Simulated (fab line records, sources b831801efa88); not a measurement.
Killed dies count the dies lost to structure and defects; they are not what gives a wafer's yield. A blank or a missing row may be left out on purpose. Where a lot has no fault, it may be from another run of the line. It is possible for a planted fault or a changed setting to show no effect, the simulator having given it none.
Problem report in the 8D (eight disciplines) form, filled by code | flow sfq line | the parts of the form that need people (team, actions taken, sign-off) are left out

1. WHAT IS WRONG
Across 2 wafers from 2 lots, L0_MONX_KI_RS at SFQ_L0_RS_MEAS_901 averages 86.5 ohm/sq, while fault-free wafers read 43.5 ohm/sq with a standard deviation of 0.38. So: +99 or more standard deviations from the usual mean.
The step: measures by four-point-probe.
Earliest sighting: wafer L422.2 on film metro-04 at day 3 04:35. At this step, 42 wafers from 14 lots have a number in the record. The rule behind "out" and "out of limits": a value lying over 4 standard deviations away from the usual mean. All remaining wafers that have a number are taken as sound.

2. WHAT IT IS, WHAT IT ISN'T
question                    | is                           | is not
which readings at this step | L0_MONX_KI_RS                | -
which lots                  | L422, L424                   | L414, L415, L416, L418, L419, L420, L421, L425, L432, L433, L436, L437
which wafers of those lots  | L422.2, L424.2               | L422.4, L422.5, L424.3, L424.5
read on which gauges        | film metro-02, film metro-04 | film metro-03
when                        | from day 3 04:35             | up to then (23 sound wafers); but 17 sound wafers of L424, L425, L432, L433, L436, L437 came after

3. WHAT RULES OUT EACH SUSPECT
Counting: a tool at a process step up to the reading stays a suspect if it ran every lot that is out. Sound lots after the first of them don't rule it out here, since some wafers of a struck lot are sound.
- ruled out: the gauge at SFQ_L0_RS_MEAS_901. The wafers that are out were read on 2 gauges (film metro-02, film metro-04).
- pvd sputter-06 at SFQ_TRILAYER_L0_DEP_SPUTTER_003 (material MoNx KI, target thk 40 nm, time 100 s): kept. Ran every lot that is out, first one L422 (day 3 04:29); last sound lot up to then L419 (day 2 13:29).
Remaining after the count: pvd sputter-06 at SFQ_TRILAYER_L0_DEP_SPUTTER_003.

4. THE CAUSE (what the simulator had put in)
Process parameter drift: pvd sputter-06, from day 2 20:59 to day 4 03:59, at SFQ_TRILAYER_L0_DEP_SPUTTER_003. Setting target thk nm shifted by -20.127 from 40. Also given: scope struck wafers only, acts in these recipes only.
Counting left only this tool.

5. SEQUENCE OF EFFECTS, ordered by route
Each row: a reading whose mean over the struck wafers that have a number lies more than 3 standard deviations from the usual. Only readings for which the record gives a usual standard deviation are gone through. hours: the time from each lot's start at the first step in this table that gives one to its start at this step, as a median over the lots. sigmas: the change in usual standard deviations.
hours | step                                | reading        | usual       | on struck wafers | change | sigmas
0     | SFQ_L0_RS_MEAS_901                  | L0_MONX_KI_RS  | 43.5 ohm/sq | 86.5             | +43.0  | +99 or more
0     | SFQ_L0_THK_MEAS_902                 | L0_MONX_KI_THK | 40.3 nm     | 20.2             | -20.0  | -56
78    | SFQ_TRILAYER_L0_ETCH_METAL_ETCH_008 | oes product au | 0.874 a.u.  | 0.631            | -0.243 | -40
Process steps it contains:
- SFQ_TRILAYER_L0_ETCH_METAL_ETCH_008: etches MoNx KI in SF6/O2, stops on SiO2, target depth 50 nm, time 25 s.
Later measuring or inspecting steps at which every struck wafer that the step has a row for has a number for every such reading, and none has moved that far: SFQ_M1_OVL_MEAS_911, SFQ_I5_OVL_MEAS_936.

6. HOW IT WOULD HAVE BEEN CAUGHT EARLIER
In this record the first reading out of limits at a measuring or inspecting step was taken at day 3 04:35, 8 hours after the fault began at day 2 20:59.
Tool readings at SFQ_TRILAYER_L0_DEP_SPUTTER_003 with a usual standard deviation given in the record: none out on any struck wafer, hence no alarm at a limit of 4 standard deviations on them.
Of the lots that are out (2), L424 began SFQ_TRILAYER_L0_DEP_SPUTTER_003 on pvd sputter-06 after day 3 04:35. Had the tool been put on hold then, it would have been spared.
